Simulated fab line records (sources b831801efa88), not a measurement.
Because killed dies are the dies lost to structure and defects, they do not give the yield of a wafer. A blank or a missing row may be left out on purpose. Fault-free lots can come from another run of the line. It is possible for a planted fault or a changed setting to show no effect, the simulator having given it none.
Which tool did it?	flow sky130	6 lots, 18 wafers sampled, at 4 steps of a route of 708

WHAT THE GAUGES SHOWED, per wafer
SKY_METAL3_CD_MEAS_13 targets a cd of 300 nm.
lot	measured	on	cdNm (nm)
L827	day 38 21:44	cdSem-02	299.5 298.8 299.7
L829	day 39 11:50	cdSem-02	300.9 300.1 301.8
L837	day 41 14:53	cdSem-02	298.2 299.6 299.4
L843	day 43 08:37	cdSem-01	301.4 302.8 300.1
L845	day 43 13:26	cdSem-02	301.1 299.8 301.1
L848	day 44 04:18	cdSem-01	297.8 297.3 297.1

WHAT TOOL EACH LOT RAN ON (gives the tool, then ch and the chambers of the sampled wafers, and finally the start)
lot	SKY_METAL3_SPUTTER_01	SKY_METAL3_SPUTTER_02	SKY_METAL3_EXPOSE_10
L827	pvdSputter-01, day 36 18:52	pvdSputter-01, day 36 18:53	krfScanner-01 ch 0, day 38 09:31
L829	pvdSputter-02, day 37 08:26	pvdSputter-02, day 37 08:27	krfScanner-02 ch 0, day 39 00:04
L837	pvdSputter-04, day 39 12:58	pvdSputter-04, day 39 12:59	krfScanner-02 ch 0, day 41 02:55
L843	pvdSputter-04, day 41 08:14	pvdSputter-04, day 41 08:15	krfScanner-02 ch 0, day 42 20:40
L845	pvdSputter-04, day 41 13:43	pvdSputter-04, day 41 13:44	krfScanner-02 ch 0, day 43 02:01
L848	pvdSputter-02, day 42 05:40	pvdSputter-02, day 42 05:41	krfScanner-01 ch 0, day 43 16:10
- SKY_METAL3_SPUTTER_01: material TiN, target thk 20 nm, time 16.7 s.
- SKY_METAL3_SPUTTER_02: material AlCu, target thk 735 nm, time 39.1 s.
- SKY_METAL3_EXPOSE_10: exposes mask MM3, target cd 300 nm.

THE ANSWER, worked out from the rows above alone
Rule: what is usual is taken from the lots themselves. Put in order of their means at a reading, lots are off if they are a third of the lots or fewer, leave a main group of 4 or more, and stand apart from it by a gap of 3 or more times the standard deviation of the main group's means; of several such gaps the widest counts. A main group is skipped when, at the precision printed for the reading in the tables above, its means are all equal. A lot without any number at a reading at which 4 lots or more have one is off too. Any other lot the step has rows for is counted as sound.
Across all readings shown, no lot is off: no conclusion can be drawn from this.

WHAT HAD BEEN PUT IN BY THE SIMULATOR
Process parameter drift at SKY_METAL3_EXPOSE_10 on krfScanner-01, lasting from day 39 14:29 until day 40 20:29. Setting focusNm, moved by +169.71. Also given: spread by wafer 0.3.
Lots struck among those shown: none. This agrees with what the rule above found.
